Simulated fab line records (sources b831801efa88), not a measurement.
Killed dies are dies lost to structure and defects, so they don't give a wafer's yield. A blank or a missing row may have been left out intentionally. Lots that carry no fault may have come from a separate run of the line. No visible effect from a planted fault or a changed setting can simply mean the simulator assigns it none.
Check of tool commonality    flow sky130    Lots sampled 14, wafers sampled 42

== REASON FOR OPENING ==
At SKY_GATE_OXIDE_THK_MEAS_02 the reading GATE_OXIDE_OXIDATION_00_THK is flagged on 2 of 14 lots. Wafers without a fault read 10.21 nm, standard deviation 0.23.
Rule: a lot is flagged in two cases, either no wafer of it has a number, or all its wafers with numbers fall more than 4 standard deviations from that mean. The other lots count as sound.

lot   measured      on            GATE_OXIDE_OXIDATION_00_THK (nm), wafer by wafer  flag
L455  day 12 10:34  filmMetro-03  10.58 10.28 10.32                                 
L456  day 12 10:34  filmMetro-02  9.96 9.92 9.84                                    
L458  day 14 01:18  filmMetro-02  10.38 10.50 10.42                                 
L459  day 14 04:06  filmMetro-02  10.38 10.43 10.41                                 
L461  day 14 20:37  filmMetro-02  10.28 10.31 10.27                                 
L460  day 14 20:38  filmMetro-04  10.48 10.68 10.44                                 
L462  day 15 05:16  filmMetro-02  10.25 10.23 10.13                                 
L464  day 15 15:46  filmMetro-02  9.90 9.86 9.88                                    
L466  day 16 10:35  filmMetro-04  16.78 16.54 16.54                                 FLAGGED
L473  day 19 01:05  filmMetro-03  15.82 15.68 15.60                                 FLAGGED
L474  day 19 08:14  filmMetro-04  10.05 9.85 10.02                                  
L477  day 20 13:40  filmMetro-04  10.45 10.35 10.46                                 
L476  day 20 13:41  filmMetro-02  10.35 10.26 10.29                                 
L478  day 20 17:36  filmMetro-04  10.21 10.39 10.16                                 
The mean of the flagged lots' numbers is 16.16 nm, +5.95 nm from the usual (+26 standard deviations).

== EACH LOT AND THE TOOL IT RAN ON ==
2 process steps preceding the reading are held in the record, out of 708 steps in the route. Read each cell as the tool, then ch plus the chambers that the sampled wafers visited, then the start.
lot   flag     SKY_VT_ADJUST_NCORE_STRIP_10         SKY_GATE_OXIDE_OXIDATION_01
L455           plasmaAsher-03 ch 0,1, day 8 09:37   furnace-02 ch 0, day 12 09:08
L456           plasmaAsher-01 ch 0,1, day 8 10:56   furnace-02 ch 0, day 12 09:08
L458           plasmaAsher-03 ch 0,1, day 9 20:07   furnace-02 ch 0, day 13 23:53
L459           plasmaAsher-04 ch 0, day 9 23:19     furnace-02 ch 0, day 14 02:41
L461           plasmaAsher-04 ch 0,1, day 10 08:55  furnace-01 ch 0, day 14 19:12
L460           plasmaAsher-04 ch 0,1, day 10 09:48  furnace-01 ch 0, day 14 19:12
L462           plasmaAsher-04 ch 0,1, day 10 15:25  furnace-01 ch 0, day 15 03:51
L464           plasmaAsher-04 ch 0,1, day 11 03:37  furnace-01 ch 0, day 15 14:22
L466  FLAGGED  plasmaAsher-03 ch 0,1, day 11 17:48  furnace-02 ch 0, day 16 06:48 and furnace-01 ch 0, day 16 09:09
L473  FLAGGED  plasmaAsher-04 ch 0,1, day 13 15:43  furnace-02 ch 0, day 18 21:05
L474           plasmaAsher-04 ch 0,1, day 14 07:17  furnace-02 ch 0, day 19 06:50
L477           plasmaAsher-03 ch 0, day 15 06:25    furnace-01 ch 0, day 20 12:16
L476           plasmaAsher-01 ch 0,1, day 15 01:56  furnace-01 ch 0, day 20 12:16
L478           plasmaAsher-01 ch 0,1, day 15 10:52  furnace-01 ch 0, day 20 16:11
These steps, and what they do:
- SKY_VT_ADJUST_NCORE_STRIP_10: strips in O2/N2.
- SKY_GATE_OXIDE_OXIDATION_01: stabilise 600 s, purge 300 s, target thk 10.268 nm.
- SKY_GATE_OXIDE_THK_MEAS_02

== FLAGGED AGAINST TOTAL, ONE TOOL AT A TIME (gauges that did the reading follow at the end) ==
step                          tool            lots run  flagged  share of the flagged lots  sound lots run after its first flagged lot
SKY_VT_ADJUST_NCORE_STRIP_10  plasmaAsher-01  3         0        none                       -
SKY_VT_ADJUST_NCORE_STRIP_10  plasmaAsher-03  4         1        some                       1 (L477)
SKY_VT_ADJUST_NCORE_STRIP_10  plasmaAsher-04  7         1        some                       1 (L474)
SKY_GATE_OXIDE_OXIDATION_01   furnace-01      8         1        some                       3 (L476,L477,L478)
SKY_GATE_OXIDE_OXIDATION_01   furnace-02      7         2        all                        1 (L474)
SKY_GATE_OXIDE_THK_MEAS_02    filmMetro-02    7         0        none                       -
SKY_GATE_OXIDE_THK_MEAS_02    filmMetro-03    2         1        some                       0
SKY_GATE_OXIDE_THK_MEAS_02    filmMetro-04    5         1        some                       3 (L474,L477,L478)

== WHAT THE TABLE ALLOWS ==
All flagged lots share 1 row of the table, namely furnace-02 at SKY_GATE_OXIDE_OXIDATION_01.
- furnace-02 at SKY_GATE_OXIDE_OXIDATION_01: 2 of its 7 lots flagged. Sound lots followed the first flagged one (L474) on it, something a lasting fault affecting the whole tool could not allow.
Not one row of the table ran every flagged lot while running no sound lot after the first.

== WHAT THE SIMULATOR PUT IN ==
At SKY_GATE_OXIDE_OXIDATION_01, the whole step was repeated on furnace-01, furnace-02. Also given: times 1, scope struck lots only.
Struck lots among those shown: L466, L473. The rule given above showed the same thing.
